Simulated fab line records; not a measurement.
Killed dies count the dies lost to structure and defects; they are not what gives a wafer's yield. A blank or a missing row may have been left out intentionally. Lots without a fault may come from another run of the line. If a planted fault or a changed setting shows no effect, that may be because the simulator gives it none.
A struck lot beside a sound one ; flow gf180mcu ; 44 steps out of a route of 602
Sound: wafers L454.1, L454.2, L454.5. Struck: wafer L472.1 (left out: L472.2, L472.5 of the same lot, which were not struck); the cause appears at the end.
Order at every step that has rows: each side's tool, ch and its chambers, its first start. Under that, the readings that differ: sound wafers ; struck wafers ; difference of the means ; sigmas: that difference in standard deviations of wafers without a fault.
alike: readings with means less than 2 such deviations apart, plus words and numbers identical on both sides. not compared: withheld readings, readings lacking a value on some wafer, bounds such as >300 that could conceal the same value, and numbers that have no deviation in the record and whose values overlap.
A row with sigmas, a row that says differs or no value, or rows on one side alone: a step with any of these is where the two part. When numbers do not overlap yet have no deviation, they are printed without sigmas and do not part them. A reading missing from all wafers of one side parts the sides only when that side holds two or more wafers.

first, 3 steps without rows for these wafers: GF_V1_STRIP_19 (strips in post etch residue remover, time 1200 s); GF_V1_CLEAN_20 (cleans in DIW); GF_V1_SPUTTER_21 (material Ti, target thk 15 nm, time 80.02 s).
GF_V1_SPUTTER_22: material TiN, target thk 10 nm, time 40 s.
  struck on pvdSputter-03, day 25 01:16; sound on pvdSputter-04, day 18 12:08
reading;sound;struck;difference;sigmas
throttleValvePct (%);30.1 31.2 30.9;28.6;-2.1;-2
then, 1 step without rows for these wafers: GF_V1_CVD_23 (deposits W, target thk 350 nm, time 105.05 s).
GF_V1_RS_MEAS_24: measurement is done with a four-point probe.
  struck on filmMetro-02, day 25 01:25; sound on filmMetro-04, day 18 12:24
  alike: V1_W_RS
GF_V1_THK_MEAS_25: measures by xrf.
  struck on filmMetro-02, day 25 01:32; sound on filmMetro-04, day 18 12:31
  alike: V1_W_THK
then, 2 steps without rows for these wafers: GF_V1_CMP_26 (polishes, stops on SiO2, t overpolish 15 s, target thk 0 nm); GF_M2_SPUTTER_00 (material Ti, target thk 37.5 nm, time 150 s).
GF_M2_SPUTTER_01: material TiN, target thk 30 nm, time 25 s.
  struck on pvdSputter-04, day 25 01:59; sound on pvdSputter-02, day 18 12:59
  alike: throttleValvePct
then, 1 step without rows for these wafers: GF_M2_SPUTTER_02 (material AlCu, target thk 450 nm, time 23.9 s).
GF_M2_SPUTTER_03: material Ti, target thk 10 nm, time 6.7 s.
  struck on pvdSputter-04, day 25 02:03; sound on pvdSputter-02, day 18 13:02
  alike: throttleValvePct
GF_M2_SPUTTER_04: material TiN, target thk 50 nm, time 41.7 s.
  struck on pvdSputter-04, day 25 02:04; sound on pvdSputter-02, day 18 13:04
reading;sound;struck;difference;sigmas
model.TiN_of_M2_SPUTTER_04.thkNm (nm);50.18 49.87 50.03;48.05;-1.98;
  alike: throttleValvePct
GF_M2_RS_MEAS_05: measurement is done with a four-point probe.
  struck on filmMetro-02, day 25 02:07; sound on filmMetro-02, day 18 13:06
  alike: M2_ALCU_RS
GF_M2_THK_MEAS_06: measures by xrf.
  struck on filmMetro-02, day 25 02:14; sound on filmMetro-02, day 18 13:13
  alike: M2_ALCU_THK
then, 7 steps without rows for these wafers: GF_M2_DEHYDRATE_07 (time 60 s); GF_M2_HMDS_08 (prime time 60 s); GF_M2_COAT_09 (resist thk 1000 nm); GF_M2_SOFTBAKE_10 (time 60 s); GF_M2_EXPOSE_11 (exposes mask Metal2, target cd 280 nm); GF_M2_PEB_12 (peb time 90 s); GF_M2_DEVELOP_13 (develop time 60 s).
GF_M2_CD_MEAS_14: the cd target is 280 nm.
  struck on cdSem-02, day 25 23:44; sound on cdSem-01, day 19 12:56
  alike: cdNm
GF_M2_OVL_MEAS_15:
  struck on overlay-02, day 25 23:52; sound on overlay-01, day 19 13:03
reading;sound;struck;difference;sigmas
M2_OVL (nm);-3 -4 -8;6;+11;+2
then, 1 step without rows for these wafers: GF_M2_METAL_ETCH_16 (etches the open film in Cl2/BCl3, stops on SiO2, target depth 627.5 nm, time 104.6 s).
GF_M2_STRIP_17: strips in O2/N2.
  sound on plasmaAsher-02 ch 0,1, day 19 13:12; struck on plasmaAsher-01 ch 1, day 26 00:07
reading;sound;struck;difference;sigmas
drypumpMotorCurrentA (A);5.9 5.2 5.2;6.5;+1.1;+2
heaterPowerW (W);331 331 323;390;+62;+3
  alike: oesProductAu, stripTimeToEndpointS
  not compared: rfHoursCounterH
then, 3 steps without rows for these wafers: GF_M2_STRIP_18 (strips in post etch residue remover, time 1200 s); GF_M2_CLEAN_19 (cleans in DIW); GF_V2_CVD_00 (deposits SiO2, target thk 600 nm, time 100 s).
GF_V2_THK_MEAS_01:
  struck on filmMetro-04, day 26 00:46; sound on filmMetro-03, day 19 13:49
  alike: V2_CVD_00_THK
then, 1 step without rows for these wafers: GF_V2_CVD_02 (deposits SiO2 from TEOS, target thk 850 nm, time 94.851 s).
GF_V2_THK_MEAS_03:
  struck on filmMetro-01, day 26 00:54; sound on filmMetro-04, day 19 13:56
  alike: V2_CVD_02_THK
GF_V2_CMP_04: polishes SiO2.
  sound on cmp-02 ch 1,2, day 19 14:16; struck on cmp-02 ch 2, day 26 00:58
reading;sound;struck;difference;sigmas
timeToEndpointS (s);73 70 69;82;+11;+2
  alike: motorCurrentA
GF_V2_BOW_MEAS_05:
  struck on filmMetro-01, day 26 01:16; sound on filmMetro-01, day 19 14:31
  alike: V2_BOW
then, 8 steps without rows for these wafers: GF_V2_DEHYDRATE_06 (time 60 s); GF_V2_HMDS_07 (prime time 60 s); GF_V2_COAT_08; GF_V2_COAT_09 (resist thk 1000 nm); GF_V2_SOFTBAKE_10 (time 60 s); GF_V2_EXPOSE_11 (exposes mask Via2, target cd 260 nm); GF_V2_PEB_12 (peb time 90 s); GF_V2_DEVELOP_13 (develop time 60 s).
GF_V2_STRIP_19: strips in post etch residue remover, time 1200 s.
  sound on wetBench-01 ch 3, day 20 15:01; struck on wetBench-02 ch 1, day 26 22:44
reading;sound;struck;difference;sigmas
model.TiN_of_M2_SPUTTER_04.thkNm (nm);49.33 49.03 49.19;47.2;-2.0;
-- the record jumps here: 7 days lie between the struck wafers' starts before and after (it left off in module V2 and takes up again in module PASSIVATION, whose first step shown is number 602 of the route) --
GF_PASSIVATION_PROBE_99:
  rows exist in the record for the struck wafers here (prober-02, day 34 05:47), but not for the sound ones

## WHERE THEY PART
Last at GF_PASSIVATION_PROBE_99 as far as this record goes, first at GF_V1_SPUTTER_22.

WHY: what had been put in by the simulator
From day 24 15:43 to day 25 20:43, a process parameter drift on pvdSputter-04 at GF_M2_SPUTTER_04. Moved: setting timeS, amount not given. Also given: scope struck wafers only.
